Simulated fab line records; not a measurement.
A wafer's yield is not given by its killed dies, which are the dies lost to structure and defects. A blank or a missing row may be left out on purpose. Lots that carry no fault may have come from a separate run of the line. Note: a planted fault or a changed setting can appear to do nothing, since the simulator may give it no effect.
Chamber matching || flow gf180mcu || GF_CONTACT_CVD_02 on pecvd-02 has 3 sister chambers
The step deposits SiO2 from TEOS, target thk 860 nm, time 95.992 s. 6 wafers are shown with their chamber, then 7 later ones without.

EACH WAFER AND ITS CHAMBER
{"wafer": "L814.4", "chamber": 1, "heater_power_w (W)": 765}
{"wafer": "L821.1", "chamber": 2, "heater_power_w (W)": 757}
{"wafer": "L821.2", "chamber": 1, "heater_power_w (W)": 695}
{"wafer": "L821.3", "chamber": 2, "heater_power_w (W)": 784}
{"wafer": "L822.2", "chamber": 0, "heater_power_w (W)": 741}
{"wafer": "L822.5", "chamber": 0, "heater_power_w (W)": 789}

WAFERS MISSING THEIR CHAMBER
{"wafer": "L822.6", "heater_power_w (W)": 775}
{"wafer": "L824.1", "heater_power_w (W)": 773}
{"wafer": "L824.2", "heater_power_w (W)": 753}
{"wafer": "L824.6", "heater_power_w (W)": 744}
{"wafer": "L827.3", "heater_power_w (W)": 704}
{"wafer": "L827.5", "heater_power_w (W)": 693}
{"wafer": "L827.6", "heater_power_w (W)": 761}

CHAMBER TAKEN BY EACH
{"wafer": "L822.6", "from the rows above": "can't be placed: 2 or 0 or 1", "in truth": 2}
{"wafer": "L824.1", "from the rows above": "can't be placed: 2 or 0 or 1", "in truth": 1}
{"wafer": "L824.2", "from the rows above": "can't be placed: 0 or 2 or 1", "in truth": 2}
{"wafer": "L824.6", "from the rows above": "can't be placed: 1 or 0 or 2", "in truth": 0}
{"wafer": "L827.3", "from the rows above": "can't be placed: 1 or 0 or 2", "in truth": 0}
{"wafer": "L827.5", "from the rows above": "can't be placed: 1 or 0 or 2", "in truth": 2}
{"wafer": "L827.6", "from the rows above": "can't be placed: 0 or 2 or 1", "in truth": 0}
Placed correctly: 0 of 7. Not placeable from these rows: 7 (in 7, the candidates include the true chamber). Placed wrongly: 0.
How it was worked out, from the rows above alone: a wafer's distance from a chamber is the root of the sum, over the readings, of the square of ((its reading less the chamber's mean) divided by the reading's scatter). The wafer belongs to the nearest chamber; if the next one is less than 2 further off, it can't be placed. The mean given for a chamber averages the wafers shown for that chamber. The scatter is the square root of a quotient: the sum, over the shown wafers, of each reading's squared deviation from its chamber's mean, divided by wafers minus chambers.
